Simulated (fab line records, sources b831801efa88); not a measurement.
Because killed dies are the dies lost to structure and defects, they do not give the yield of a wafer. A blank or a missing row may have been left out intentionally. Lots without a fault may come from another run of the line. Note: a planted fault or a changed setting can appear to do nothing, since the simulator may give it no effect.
fab line records ; flow gf180mcu
record: lots: 24; wafers: 72; last-day: 34
route steps=602 shown VT_IMPLANT@97 V4@481 M5@535 V5@541 TOP_METAL@582 PASSIVATION@599
lots with no fault: from the same line, run without faults
start-h: hours from the record's opening day to when the first of the lot's shown wafers began ; wait-h: how many hours have passed since the lot's step before this one ; " the same as in the row above ; L1.1+2: one row covering several wafers at once ; - either no value or no given start ; * or withheld: withheld ; < > ~ a bound
route shown NAME@n: a module of which the file shows steps, and the number in the route of the first ; usual: the fault-free wafers' mean and standard deviation ; same: alike in all rows ; chamber/n: place in a boat ; sites: the reading at each site ; _std_site: the values' standard deviation ; _edge_site: outer sites' mean less inner sites' ; radius-mm: how far each site lies from the wafer's centre ; mask NAME#n: copy n ; behind: tool/chamber where the wafer was last shaped ; hold: why the lot went on hold/how many hours it stayed there/how the hold came to an end ; device: whichever transistor did not switch (one of n, p or np) ; end of line: the same wafers' tests at the end of the route ; a step without rows: its recipe alone ; killed: dies lost to structure and defects at the first sort, not the wafer's yield ; map: the dies of a wafer, with x for killed, . for not killed, _ for no die there
set.NAME: setting as actually run; set.NAME@STEP: the setting as run at that earlier step ; model.NAME: the simulator's own value behind a step, which no gauge read
steps of the route over a sample of lots; a table a step, a row a wafer
services: a tool's chamber out of use, with start hour (start-h, from the record's first day; less than 0 if before it), hours out, and reason
== steps ==
step: GF_VT_IMPLANT_OVL_MEAS_07
usual: VT_IMPLANT_OVL: 0.4/1.7
lot.wafer;tool;chamber;start-h;wait-h;VT_IMPLANT_OVL[nm]
L074.2;overlay-01;-;113.78;0.1;-0.9
L074.3;overlay-01;-;113.78;0.1;-2.2
L074.4;overlay-01;-;113.78;0.1;-1.3
L075.3;overlay-01;-;118.44;0.1;2.8
L075.5;overlay-01;-;118.44;0.1;3.1
L075.6;overlay-01;-;118.44;0.1;4.0
L076.2;overlay-01;-;125.89;0.1;0.9
L076.4;overlay-01;-;125.89;0.1;1.0
L076.5;overlay-01;-;125.89;0.1;2.7
L077.2;overlay-01;-;131.88;0.1;2.7
L077.3;overlay-01;-;131.88;0.1;2.1
L077.6;overlay-01;-;131.88;0.1;0.9
L078.3;overlay-02;-;137.34;0.1;2.3
L078.4;overlay-02;-;137.34;0.1;0.5
L078.6;overlay-02;-;137.34;0.1;-0.6
L079.2;overlay-02;-;142.14;0.1;-0.7
L079.3;overlay-02;-;142.14;0.1;1.7
L079.5;overlay-02;-;142.14;0.1;1.2
L080.3;overlay-02;-;148.99;0.1;-0.6
L080.4;overlay-02;-;148.99;0.1;1.0
L080.6;overlay-02;-;148.99;0.1;-1.2
L081.2;overlay-02;-;153.39;0.1;-1.5
L081.3;overlay-02;-;153.39;0.1;-1.3
L081.4;overlay-02;-;153.39;0.1;-0.8
L082.1;overlay-01;-;160.23;0.1;0.8
L082.2;overlay-01;-;160.23;0.1;-1.3
L082.6;overlay-01;-;160.23;0.1;-1.4
L083.2;overlay-02;-;167.89;0.1;2.5
L083.5;overlay-02;-;167.89;0.1;0.4
L083.6;overlay-02;-;167.89;0.1;3.5
L084.2;overlay-01;-;172.34;0.1;0.1
L084.5;overlay-01;-;172.34;0.1;0.8
L084.6;overlay-01;-;172.34;0.1;-1.4
L085.1;overlay-02;-;178.89;0.1;-0.8
L085.2;overlay-02;-;178.89;0.1;0.7
L085.6;overlay-02;-;178.89;0.1;2.7
L086.1;overlay-01;-;184.83;0.1;0.6
L086.4;overlay-01;-;184.83;0.1;0.5
L086.6;overlay-01;-;184.83;0.1;-0.8
L087.1;overlay-01;-;191.78;0.1;1.5
L087.4;overlay-01;-;191.78;0.1;0.7
L087.5;overlay-01;-;191.78;0.1;3.4
L088.2;overlay-01;-;195.59;0.1;-0.9
L088.4;overlay-01;-;195.59;0.1;-1.9
L088.6;overlay-01;-;195.59;0.1;-2.1
L089.1;overlay-02;-;202.87;0.1;-1.8
L089.3;overlay-02;-;202.87;0.1;-1.4
L089.4;overlay-02;-;202.87;0.1;-3.1
L090.1;overlay-01;-;213.24;0.1;0.3
L090.3;overlay-01;-;213.24;0.1;-0.9
L090.6;overlay-01;-;213.24;0.1;1.0
L091.2;overlay-02;-;214.29;0.1;0.0
L091.3;overlay-02;-;214.29;0.1;2.0
L091.5;overlay-02;-;214.29;0.1;-2.7
L092.1;overlay-01;-;221.64;0.1;0.6
L092.4;overlay-01;-;221.64;0.1;1.2
L092.5;overlay-01;-;221.64;0.1;0.0
L093.1;overlay-02;-;227.34;0.1;1.6
L093.3;overlay-02;-;227.34;0.1;1.3
L093.5;overlay-02;-;227.34;0.1;0.0
L094.1;overlay-01;-;234.78;0.1;-0.6
L094.3;overlay-01;-;234.78;0.1;2.4
L094.5;overlay-01;-;234.78;0.1;-1.4
L095.1;overlay-02;-;241.28;0.1;1.5
L095.2;overlay-02;-;241.28;0.1;1.0
L095.6;overlay-02;-;241.28;0.1;1.6
L096.1;overlay-02;-;246.77;0.1;2.0
L096.3;overlay-02;-;246.77;0.1;-0.6
L096.6;overlay-02;-;246.77;0.1;0.7
L097.1;overlay-02;-;252.83;0.1;1.7
L097.2;overlay-02;-;252.83;0.1;1.3
L097.4;overlay-02;-;252.83;0.1;1.8
step: GF_V4_BOW_MEAS_05
recipe: mode: bow
usual: V4_BOW: 132/8.6
lot.wafer;tool;chamber;start-h;wait-h;V4_BOW[um]
L074.2;film-metro-01;-;543.02;0.1;121
L074.3;film-metro-01;-;543.02;0.1;124
L074.4;film-metro-01;-;543.02;0.1;130
L075.3;film-metro-01;-;552.00;0.2;146
L075.5;film-metro-01;-;552.00;0.2;141
L075.6;film-metro-01;-;552.00;0.2;135
L076.2;film-metro-03;-;558.46;0.2;143
L076.4;film-metro-03;-;558.46;0.2;138
L076.5;film-metro-03;-;558.46;0.2;136
L077.2;film-metro-04;-;566.42;0.2;125
L077.3;film-metro-04;-;566.42;0.2;130
L077.6;film-metro-04;-;566.42;0.2;131
L078.3;film-metro-01;-;579.23;0.2;130
L078.4;film-metro-01;-;579.23;0.2;129
L078.6;film-metro-01;-;579.23;0.2;136
L079.2;film-metro-03;-;587.64;0.2;145
L079.3;film-metro-03;-;587.64;0.2;133
L079.5;film-metro-03;-;587.64;0.2;137
L080.3;film-metro-01;-;592.17;0.1;151
L080.4;film-metro-01;-;592.17;0.1;145
L080.6;film-metro-01;-;592.17;0.1;147
L081.2;film-metro-03;-;596.53;0.1;138
L081.3;film-metro-03;-;596.53;0.1;141
L081.4;film-metro-03;-;596.53;0.1;135
L082.1;film-metro-04;-;607.37;0.2;123
L082.2;film-metro-04;-;607.37;0.2;115
L082.6;film-metro-04;-;607.37;0.2;118
L083.2;film-metro-03;-;619.53;0.2;131
L083.5;film-metro-03;-;619.53;0.2;135
L083.6;film-metro-03;-;619.53;0.2;128
L084.2;film-metro-04;-;624.50;0.1;144
L084.5;film-metro-04;-;624.50;0.1;143
L084.6;film-metro-04;-;624.50;0.1;146
L085.1;film-metro-04;-;636.43;0.1;125
L085.2;film-metro-04;-;636.43;0.1;122
L085.6;film-metro-04;-;636.43;0.1;128
L086.1;film-metro-04;-;638.67;0.1;128
L086.4;film-metro-04;-;638.67;0.1;123
L086.6;film-metro-04;-;638.67;0.1;122
L087.1;film-metro-01;-;646.90;0.2;131
L087.4;film-metro-01;-;646.90;0.2;141
L087.5;film-metro-01;-;646.90;0.2;134
L088.2;film-metro-03;-;658.70;0.2;133
L088.4;film-metro-03;-;658.70;0.2;138
L088.6;film-metro-03;-;658.70;0.2;131
L089.1;film-metro-04;-;658.93;0.1;135
L089.3;film-metro-04;-;658.93;0.1;130
L089.4;film-metro-04;-;658.93;0.1;138
L090.1;film-metro-04;-;669.53;0.1;134
L090.3;film-metro-04;-;669.53;0.1;129
L090.6;film-metro-04;-;669.53;0.1;126
L091.2;film-metro-01;-;673.82;0.2;132
L091.3;film-metro-01;-;673.82;0.2;131
L091.5;film-metro-01;-;673.82;0.2;126
L092.1;film-metro-04;-;686.01;0.2;128
L092.4;film-metro-04;-;686.01;0.2;124
L092.5;film-metro-04;-;686.01;0.2;114
L093.1;film-metro-03;-;687.41;0.1;125
L093.3;film-metro-03;-;687.41;0.1;140
L093.5;film-metro-03;-;687.41;0.1;143
L094.1;film-metro-04;-;693.54;0.2;142
L094.3;film-metro-04;-;693.54;0.2;148
L094.5;film-metro-04;-;693.54;0.2;136
L095.1;film-metro-03;-;701.79;0.1;116
L095.2;film-metro-03;-;701.79;0.1;126
L095.6;film-metro-03;-;701.79;0.1;125
L096.1;film-metro-01;-;703.49;0.1;121
L096.3;film-metro-01;-;703.49;0.1;121
L096.6;film-metro-01;-;703.49;0.1;128
L097.1;film-metro-03;-;712.31;0.1;120
L097.2;film-metro-03;-;712.31;0.1;117
L097.4;film-metro-03;-;712.31;0.1;129
step: GF_M5_ETCH_09
recipe: chemistry: CF4/O2; target: Si3N4; target-depth-nm: 52; source-w: 800; bias-w: 150; pressure-mtorr: 150; cf4-flow-sccm: 80; O2_flow_sccm: 10; time-s: 11.6
usual: O2_flow_sccm: 9.999/0.028; drypump-motor-current-A: 5.7/0.49; oes-product-au: 0.999/0.0095; throttle-valve-pct: 5.970/0.0098
lot.wafer;tool;chamber;start-h;wait-h;O2_flow_sccm;drypump-motor-current-A;oes-product-au;rf-hours-counter-h;throttle-valve-pct
L074.2;rie-diel-04;2;610.78;0.0;9.922;5.8;1.004;15;5.970
L074.3;rie-diel-04;1;610.78;0.0;10.031;6.1;0.992;11;5.957
L074.4;rie-diel-04;0;610.78;0.0;9.985;5.2;1.010;3;5.972
L075.3;rie-diel-02;2;619.13;0.0;9.981;6.4;0.985;2;5.973
L075.5;rie-diel-02;2;619.13;0.0;10.000;6.4;0.985;-;5.962
L075.6;rie-diel-02;3;619.13;0.0;10.027;5.3;0.987;-;5.984
L076.2;rie-diel-04;2;624.18;0.0;10.008;5.7;0.994;15;5.982
L076.4;rie-diel-04;1;624.18;0.0;10.028;6.1;0.996;12;5.981
L076.5;rie-diel-04;0;624.18;0.0;10.022;5.2;0.995;-;5.984
L077.2;rie-diel-04;2;632.54;0.0;10.022;5.8;0.998;16;5.974
L077.3;rie-diel-04;3;632.54;0.0;9.981;5.3;0.995;25;5.971
L077.6;rie-diel-04;0;632.54;0.0;10.005;5.2;1.016;-;5.963
L078.3;rie-diel-01;0;643.69;0.0;10.013;5.3;0.998;5;5.975
L078.4;rie-diel-01;2;643.69;0.0;9.971;5.7;0.998;15;5.949
L078.6;rie-diel-01;0;643.69;0.0;9.990;5.3;0.995;-;5.955
L079.2;rie-diel-01;3;652.09;0.0;10.000;6.1;0.985;36;5.954
L079.3;rie-diel-01;2;652.09;0.0;9.971;5.8;1.005;15;5.968
L079.5;rie-diel-01;2;652.09;0.0;10.007;5.8;1.008;-;5.967
L080.3;rie-diel-02;3;655.59;0.0;10.008;5.3;0.987;3;5.967
L080.4;rie-diel-02;2;655.59;0.0;9.997;6.4;0.988;-;5.954
L080.6;rie-diel-02;0;655.59;0.0;10.012;6.3;0.996;-;5.971
L081.2;rie-diel-02;2;659.54;0.0;9.995;6.4;0.989;4;5.973
L081.3;rie-diel-02;0;659.54;0.0;10.012;6.3;1.005;14;5.971
L081.4;rie-diel-02;2;659.54;0.0;10.008;6.4;0.996;-;5.958
L082.1;rie-diel-02;1;669.79;0.0;9.967;5.8;1.002;19;5.973
L082.2;rie-diel-02;2;669.79;0.0;9.959;6.4;0.983;4;5.971
L082.6;rie-diel-02;1;669.79;0.0;9.995;5.8;1.009;-;5.981
L083.2;rie-diel-02;1;681.08;0.0;9.992;5.8;1.005;20;5.958
L083.5;rie-diel-02;1;681.08;0.0;9.986;5.8;1.016;-;5.967
L083.6;rie-diel-02;2;681.08;0.0;9.963;6.4;0.996;-;5.984
L084.2;rie-diel-02;2;685.79;0.0;9.987;6.4;0.985;5;5.988
L084.5;rie-diel-02;3;685.79;0.0;10.008;5.4;0.992;-;5.967
L084.6;rie-diel-02;0;685.79;0.0;9.939;6.3;0.999;-;5.990
L085.1;rie-diel-02;2;697.94;0.0;9.987;6.4;0.991;5;5.970
L085.2;rie-diel-02;3;697.94;0.0;10.041;5.3;0.996;4;5.984
L085.6;rie-diel-02;3;697.94;0.0;10.033;5.3;0.999;-;5.974
L086.1;rie-diel-02;3;698.99;0.0;10.030;5.4;0.984;4;5.960
L086.4;rie-diel-02;2;698.99;0.0;9.971;6.3;0.984;5;5.962
L086.6;rie-diel-02;2;698.99;0.0;9.932;6.4;0.985;-;5.954
L087.1;rie-diel-02;2;705.89;0.0;10.002;6.4;1.000;5;5.961
L087.4;rie-diel-02;3;705.89;0.0;10.080;5.4;0.993;4;5.962
L087.5;rie-diel-02;0;705.89;0.0;9.987;6.3;1.014;-;5.977
L089.1;rie-diel-01;2;718.28;0.0;10.005;5.8;1.005;17;5.963
L089.3;rie-diel-01;1;718.28;0.0;9.985;4.7;1.011;4;5.963
L089.4;rie-diel-01;0;718.28;0.0;10.005;5.3;0.998;9;5.971
L088.2;rie-diel-04;0;718.84;0.0;9.990;5.2;1.018;7;5.980
L088.4;rie-diel-04;3;718.84;0.0;10.007;5.3;1.009;29;5.968
L088.6;rie-diel-04;1;718.84;0.0;9.988;6.2;0.998;-;5.981
L090.1;rie-diel-01;1;726.99;0.0;9.943;4.7;0.999;5;5.957
L090.3;rie-diel-01;2;726.99;0.0;10.002;5.8;0.993;17;5.962
L090.6;rie-diel-01;2;726.99;0.0;10.006;5.8;0.993;-;5.967
L091.2;rie-diel-01;2;731.59;0.0;9.977;5.8;1.001;17;5.981
L091.3;rie-diel-01;3;731.59;0.0;10.001;6.1;0.998;40;5.967
L091.5;rie-diel-01;1;731.59;0.0;9.992;4.7;1.006;-;5.966
L092.1;rie-diel-04;1;742.14;0.0;9.974;6.1;1.004;16;5.956
L092.4;rie-diel-04;2;742.14;0.0;10.028;5.8;1.006;19;5.963
L092.5;rie-diel-04;2;742.14;0.0;10.022;5.8;0.999;-;5.969
L093.1;rie-diel-04;3;743.13;0.0;9.996;5.3;1.009;30;5.966
L093.3;rie-diel-04;2;743.13;0.0;10.074;5.8;1.010;20;5.977
L093.5;rie-diel-04;3;743.13;0.0;9.988;5.3;0.999;-;5.992
L094.1;rie-diel-01;0;748.99;0.0;10.029;5.3;0.993;10;5.958
L094.3;rie-diel-01;3;748.99;0.0;9.917;6.1;0.987;40;5.957
L094.5;rie-diel-01;3;748.99;0.0;9.969;6.1;0.993;-;5.965
L095.1;rie-diel-04;2;754.48;0.0;9.982;5.7;1.003;20;5.973
L095.2;rie-diel-04;0;754.48;0.0;10.041;5.2;1.011;9;5.983
L095.6;rie-diel-04;0;754.48;0.0;10.014;5.2;1.023;-;5.983
L096.1;rie-diel-04;2;755.99;0.0;9.977;5.8;1.016;20;5.961
L096.3;rie-diel-04;0;755.99;0.0;9.988;5.2;1.017;9;5.980
L096.6;rie-diel-04;3;755.99;0.0;9.993;5.3;0.998;-;5.992
L097.1;rie-diel-04;2;765.43;0.0;10.023;5.8;1.001;20;5.961
L097.2;rie-diel-04;0;765.43;0.0;9.973;5.2;1.015;9;5.963
L097.4;rie-diel-04;3;765.43;0.0;10.015;5.3;0.989;31;5.972
step: GF_V5_THK_MEAS_01
recipe: reads: SiO2_of_V5_CVD_00
usual: V5_CVD_00_THK: 301/3.5
lot.wafer;tool;chamber;start-h;wait-h;V5_CVD_00_THK[nm]
L074.2;film-metro-01;-;611.65;0.0;301
L074.3;film-metro-01;-;611.65;0.0;301
L074.4;film-metro-01;-;611.65;0.0;296
L075.3;film-metro-03;-;619.86;0.0;296
L075.5;film-metro-03;-;619.86;0.0;298
L075.6;film-metro-03;-;619.86;0.0;297
L076.2;film-metro-01;-;624.90;0.0;297
L076.4;film-metro-01;-;624.90;0.0;299
L076.5;film-metro-01;-;624.90;0.0;301
L077.2;film-metro-02;-;633.27;0.0;300
L077.3;film-metro-02;-;633.27;0.0;307
L077.6;film-metro-02;-;633.27;0.0;304
L078.3;film-metro-02;-;644.53;0.0;300
L078.4;film-metro-02;-;644.53;0.0;299
L078.6;film-metro-02;-;644.53;0.0;300
L079.2;film-metro-02;-;652.84;0.0;304
L079.3;film-metro-02;-;652.84;0.0;307
L079.5;film-metro-02;-;652.84;0.0;309
L080.3;film-metro-01;-;656.39;0.0;304
L080.4;film-metro-01;-;656.39;0.0;301
L080.6;film-metro-01;-;656.39;0.0;308
L081.2;film-metro-03;-;660.30;0.0;300
L081.3;film-metro-03;-;660.30;0.0;300
L081.4;film-metro-03;-;660.30;0.0;304
L082.1;film-metro-01;-;670.52;0.0;301
L082.2;film-metro-01;-;670.52;0.0;308
L082.6;film-metro-01;-;670.52;0.0;305
L083.2;film-metro-01;-;681.87;0.0;303
L083.5;film-metro-01;-;681.87;0.0;293
L083.6;film-metro-01;-;681.87;0.0;296
L084.2;film-metro-03;-;686.65;0.0;302
L084.5;film-metro-03;-;686.65;0.0;301
L084.6;film-metro-03;-;686.65;0.0;298
L085.1;film-metro-02;-;698.81;0.0;298
L085.2;film-metro-02;-;698.81;0.0;302
L085.6;film-metro-02;-;698.81;0.0;298
L086.1;film-metro-02;-;699.71;0.0;301
L086.4;film-metro-02;-;699.71;0.0;302
L086.6;film-metro-02;-;699.71;0.0;300
L087.1;film-metro-02;-;706.64;0.0;297
L087.4;film-metro-02;-;706.64;0.0;298
L087.5;film-metro-02;-;706.64;0.0;303
L089.1;film-metro-01;-;718.99;0.0;303
L089.3;film-metro-01;-;718.99;0.0;302
L089.4;film-metro-01;-;718.99;0.0;299
L088.2;film-metro-02;-;719.69;0.0;298
L088.4;film-metro-02;-;719.69;0.0;300
L088.6;film-metro-02;-;719.69;0.0;307
L090.1;film-metro-02;-;727.83;0.0;303
L090.3;film-metro-02;-;727.83;0.0;298
L090.6;film-metro-02;-;727.83;0.0;294
L091.2;film-metro-01;-;732.37;0.1;303
L091.3;film-metro-01;-;732.37;0.1;301
L091.5;film-metro-01;-;732.37;0.1;300
L092.1;film-metro-02;-;742.85;0.0;307
L092.4;film-metro-02;-;742.85;0.0;306
L092.5;film-metro-02;-;742.85;0.0;306
L093.1;film-metro-02;-;743.91;0.0;311
L093.3;film-metro-02;-;743.91;0.0;307
L093.5;film-metro-02;-;743.91;0.0;305
L094.1;film-metro-02;-;749.83;0.1;303
L094.3;film-metro-02;-;749.83;0.1;302
L094.5;film-metro-02;-;749.83;0.1;303
L095.1;film-metro-03;-;755.25;0.0;299
L095.2;film-metro-03;-;755.25;0.0;299
L095.6;film-metro-03;-;755.25;0.0;302
L096.1;film-metro-01;-;756.84;0.0;299
L096.3;film-metro-01;-;756.84;0.0;304
L096.6;film-metro-01;-;756.84;0.0;304
L097.1;film-metro-01;-;766.14;0.0;299
L097.2;film-metro-01;-;766.14;0.0;302
L097.4;film-metro-01;-;766.14;0.0;304
step: GF_TOP_METAL_OVL_MEAS_15
usual: TOP_METAL_OVL: 0.9/1.5
lot.wafer;tool;chamber;start-h;wait-h;TOP_METAL_OVL[nm]
L074.2;overlay-01;-;654.46;0.1;1.0
L074.3;overlay-01;-;654.46;0.1;2.1
L074.4;overlay-01;-;654.46;0.1;2.3
L075.3;overlay-02;-;663.61;0.1;1.6
L075.5;overlay-02;-;663.61;0.1;4.2
L075.6;overlay-02;-;663.61;0.1;-0.2
L076.2;overlay-02;-;667.21;0.1;3.6
L076.4;overlay-02;-;667.21;0.1;2.8
L076.5;overlay-02;-;667.21;0.1;0.9
L077.2;overlay-01;-;675.26;0.1;0.1
L077.3;overlay-01;-;675.26;0.1;-1.1
L077.6;overlay-01;-;675.26;0.1;-2.0
L078.3;overlay-01;-;686.42;0.1;0.2
L078.4;overlay-01;-;686.42;0.1;0.9
L078.6;overlay-01;-;686.42;0.1;-1.8
L079.2;overlay-01;-;694.46;0.1;-1.4
L079.3;overlay-01;-;694.46;0.1;2.3
L079.5;overlay-01;-;694.46;0.1;0.0
L080.3;overlay-01;-;698.05;0.1;2.3
L080.4;overlay-01;-;698.05;0.1;-0.2
L080.6;overlay-01;-;698.05;0.1;2.9
L081.2;overlay-02;-;701.21;0.1;-1.6
L081.3;overlay-02;-;701.21;0.1;0.0
L081.4;overlay-02;-;701.21;0.1;0.4
L082.1;overlay-01;-;710.95;0.1;-1.8
L082.2;overlay-01;-;710.95;0.1;0.3
L082.6;overlay-01;-;710.95;0.1;-0.3
L083.2;overlay-01;-;721.61;0.1;0.8
L083.5;overlay-01;-;721.61;0.1;-1.0
L083.6;overlay-01;-;721.61;0.1;0.4
L084.2;overlay-02;-;725.79;0.1;5.9
L084.5;overlay-02;-;725.79;0.1;3.1
L084.6;overlay-02;-;725.79;0.1;3.8
L085.1;overlay-01;-;736.20;0.1;-1.2
L085.2;overlay-01;-;736.20;0.1;0.5
L085.6;overlay-01;-;736.20;0.1;-0.5
L086.1;overlay-02;-;738.70;0.1;3.3
L086.4;overlay-02;-;738.70;0.1;1.3
L086.6;overlay-02;-;738.70;0.1;0.8
L087.1;overlay-01;-;743.95;0.1;-1.7
L087.4;overlay-01;-;743.95;0.1;0.8
L087.5;overlay-01;-;743.95;0.1;-0.3
L089.1;overlay-02;-;754.21;0.1;2.8
L089.3;overlay-02;-;754.21;0.1;0.7
L089.4;overlay-02;-;754.21;0.1;1.3
L088.2;overlay-01;-;754.99;0.1;1.8
L088.4;overlay-01;-;754.99;0.1;1.6
L088.6;overlay-01;-;754.99;0.1;1.7
L090.1;overlay-02;-;765.75;0.1;-0.1
L090.3;overlay-02;-;765.75;0.1;1.5
L090.6;overlay-02;-;765.75;0.1;1.1
L091.2;overlay-02;-;768.34;0.1;1.4
L091.3;overlay-02;-;768.34;0.1;0.8
L091.5;overlay-02;-;768.34;0.1;-0.7
L092.1;overlay-01;-;777.64;0.1;1.3
L092.4;overlay-01;-;777.64;0.1;3.0
L092.5;overlay-01;-;777.64;0.1;4.5
L093.1;overlay-02;-;780.80;0.1;-0.3
L093.3;overlay-02;-;780.80;0.1;0.0
L093.5;overlay-02;-;780.80;0.1;0.5
L094.1;overlay-01;-;786.14;0.1;0.9
L094.3;overlay-01;-;786.14;0.1;0.9
L094.5;overlay-01;-;786.14;0.1;1.9
L095.1;overlay-01;-;789.42;0.1;1.2
L095.2;overlay-01;-;789.42;0.1;1.9
L095.6;overlay-01;-;789.42;0.1;-0.7
L096.1;overlay-01;-;790.96;0.1;0.9
L096.3;overlay-01;-;790.96;0.1;1.5
L096.6;overlay-01;-;790.96;0.1;2.1
L097.1;overlay-01;-;800.16;0.1;-0.7
L097.2;overlay-01;-;800.16;0.1;-1.1
L097.4;overlay-01;-;800.16;0.1;-1.6
step: GF_PASSIVATION_STRIP_12
recipe: chemistry: O2/N2; power-w: 1400; pressure-mtorr: 1500; platen-temp-c: 250; o2-flow-sccm: 3000; n2-flow-sccm: 300; overash-fraction: 0.5
usual: drypump-motor-current-A: 5.7/0.39; heater-power-w: 314/26; oes-product-au: 0.719/0.0048; strip-time-to-endpoint-s: 34.76/0.22
lot.wafer;tool;chamber;start-h;wait-h;drypump-motor-current-A;heater-power-w;oes-product-au;rf-hours-counter-h;strip-time-to-endpoint-s
L074.2;plasma-asher-04;0;675.01;0.1;5.8;364;0.725;29;35.12
L074.3;plasma-asher-04;1;675.01;0.1;5.7;309;0.713;-;35.15
L074.4;plasma-asher-04;0;675.01;0.1;5.8;364;0.711;-;35.24
L075.3;plasma-asher-04;0;684.00;0.2;5.8;353;0.716;-;35.07
L075.5;plasma-asher-04;1;684.00;0.2;5.7;308;0.719;-;35.01
L075.6;plasma-asher-04;0;684.00;0.2;5.8;365;0.714;-;35.04
L076.2;plasma-asher-02;0;687.67;0.1;5.1;293;0.724;63;34.88
L076.4;plasma-asher-02;1;687.67;0.1;5.3;294;0.721;-;34.72
L076.5;plasma-asher-02;1;687.67;0.1;5.3;300;0.722;-;34.84
L077.2;plasma-asher-01;1;695.41;0.1;6.2;337;0.712;96;34.71
L077.3;plasma-asher-01;1;695.41;0.1;6.2;328;0.723;-;34.74
L077.6;plasma-asher-01;0;695.41;0.1;6.1;296;0.726;-;34.77
L078.3;plasma-asher-01;0;706.70;0.2;6.1;290;0.725;-;34.73
L078.4;plasma-asher-01;1;706.70;0.2;6.1;335;0.734;-;34.52
L078.6;plasma-asher-01;1;706.70;0.2;6.2;329;0.711;-;34.62
L079.2;plasma-asher-04;1;714.36;0.1;5.7;307;0.711;34;34.47
L079.3;plasma-asher-04;0;714.36;0.1;5.8;364;0.718;-;34.37
L079.5;plasma-asher-04;0;714.36;0.1;5.8;365;0.718;-;34.59
L080.3;plasma-asher-02;0;717.09;0.2;5.1;285;0.710;-;34.49
L080.4;plasma-asher-02;1;717.09;0.2;5.3;298;0.711;-;34.93
L080.6;plasma-asher-02;0;717.09;0.2;5.1;289;0.722;-;34.83
L081.2;plasma-asher-01;0;720.82;0.1;6.0;297;0.713;99;34.46
L081.3;plasma-asher-01;1;720.82;0.1;6.1;321;0.727;-;34.75
L081.4;plasma-asher-01;0;720.82;0.1;6.0;294;0.718;-;35.01
L082.1;plasma-asher-02;1;730.22;0.1;5.3;303;0.720;67;34.85
L082.2;plasma-asher-02;0;730.22;0.1;5.1;284;0.719;67;34.52
L082.6;plasma-asher-02;0;730.22;0.1;5.1;288;0.719;-;34.34
L083.2;plasma-asher-04;0;739.56;0.1;5.8;358;0.722;36;34.70
L083.5;plasma-asher-04;0;739.56;0.1;5.8;366;0.714;-;34.69
L083.6;plasma-asher-04;1;739.56;0.1;5.7;304;0.709;-;34.44
L084.2;plasma-asher-02;1;744.51;0.1;5.3;296;0.720;69;34.89
L084.5;plasma-asher-02;0;744.51;0.1;5.1;282;0.720;-;34.98
L084.6;plasma-asher-02;1;744.51;0.1;5.3;295;0.722;-;35.11
L085.1;plasma-asher-01;0;753.91;0.1;6.1;298;0.725;103;34.58
L085.2;plasma-asher-01;1;753.91;0.1;6.2;328;0.722;103;35.03
L085.6;plasma-asher-01;0;753.91;0.1;6.1;290;0.719;-;34.31
L086.1;plasma-asher-01;0;754.62;0.1;6.1;288;0.712;103;35.15
L086.4;plasma-asher-01;0;754.62;0.1;6.1;300;0.725;-;34.97
L086.6;plasma-asher-01;1;754.62;0.1;6.1;332;0.725;-;34.81
L087.1;plasma-asher-04;0;761.81;0.1;5.8;364;0.721;39;35.11
L087.4;plasma-asher-04;0;761.81;0.1;5.8;363;0.731;-;34.84
L087.5;plasma-asher-04;1;761.81;0.1;5.7;308;0.721;-;35.00
L089.1;plasma-asher-01;1;771.76;0.1;6.2;330;0.724;105;34.84
L089.3;plasma-asher-01;0;771.76;0.1;6.1;300;0.716;-;34.62
L089.4;plasma-asher-01;1;771.76;0.1;6.2;339;0.710;-;34.87
L088.2;plasma-asher-04;1;772.11;0.1;5.7;310;0.724;40;34.71
L088.4;plasma-asher-04;0;772.11;0.1;5.8;364;0.720;-;34.28
L088.6;plasma-asher-04;1;772.11;0.1;5.7;308;0.718;-;34.27
L090.1;plasma-asher-02;1;783.11;0.1;5.3;302;0.719;73;34.76
L090.3;plasma-asher-02;0;783.11;0.1;5.1;287;0.724;-;34.63
L090.6;plasma-asher-02;0;783.11;0.1;5.1;286;0.725;-;34.83
L091.2;plasma-asher-01;0;786.07;0.1;6.1;294;0.723;106;34.86
L091.3;plasma-asher-01;1;786.07;0.1;6.2;333;0.716;-;35.08
L091.5;plasma-asher-01;1;786.07;0.1;6.2;325;0.721;-;35.02
L092.1;plasma-asher-04;0;794.66;0.1;5.8;370;0.726;42;34.82
L092.4;plasma-asher-04;0;794.66;0.1;5.8;346;0.720;-;34.65
L092.5;plasma-asher-04;1;794.66;0.1;5.7;307;0.717;-;34.67
L093.1;plasma-asher-01;1;797.66;0.1;6.2;328;0.720;107;34.86
L093.3;plasma-asher-01;1;797.66;0.1;6.1;324;0.719;-;34.78
L093.5;plasma-asher-01;1;797.66;0.1;6.1;329;0.717;-;34.71
L094.1;plasma-asher-02;0;803.21;0.1;5.1;286;0.722;75;34.87
L094.3;plasma-asher-02;1;803.21;0.1;5.3;296;0.729;-;34.60
L094.5;plasma-asher-02;1;803.21;0.1;5.3;295;0.719;-;34.91
L095.1;plasma-asher-04;0;805.56;0.1;5.8;354;0.721;43;34.50
L095.2;plasma-asher-04;1;805.56;0.1;5.7;307;0.721;43;34.80
L095.6;plasma-asher-04;1;805.56;0.1;5.7;311;0.721;-;34.55
L096.1;plasma-asher-02;0;807.51;0.1;5.1;289;0.720;76;34.60
L096.3;plasma-asher-02;0;807.51;0.1;5.1;295;0.720;-;34.56
L096.6;plasma-asher-02;1;807.51;0.1;5.3;298;0.715;-;34.80
L097.1;plasma-asher-01;1;815.96;0.1;6.2;336;0.720;109;34.94
L097.2;plasma-asher-01;0;815.96;0.1;6.0;289;0.714;109;34.91
L097.4;plasma-asher-01;1;815.96;0.1;6.1;330;0.718;-;35.11
== services ==
tool;chamber;start-h;hours;kind
rie-diel-01;1;614.80;-;clean
rie-diel-01;1;614.80;12.6;scheduled-down
rie-diel-01;1;614.80;12.6;vent-cycle
plasma-asher-04;-;626.89;0.6;repair
rie-diel-04;0;627.21;4.1;repair
plasma-asher-01;-;640.26;3.1;repair
rie-diel-02;0;643.83;10.1;repair
rie-diel-02;1;653.95;7.2;repair
rie-diel-01;2;679.60;19.2;repair
plasma-asher-04;-;680.67;1.3;repair
rie-diel-02;0;714.78;2.6;repair
rie-diel-04;2;720.77;7.6;repair
rie-diel-02;3;742.84;6.0;repair
rie-diel-02;-;768.26;0.3;repair
plasma-asher-01;-;789.63;2.8;pm
plasma-asher-04;-;803.16;0.4;repair
rie-diel-01;3;809.65;-;clean
== key ==
fault none
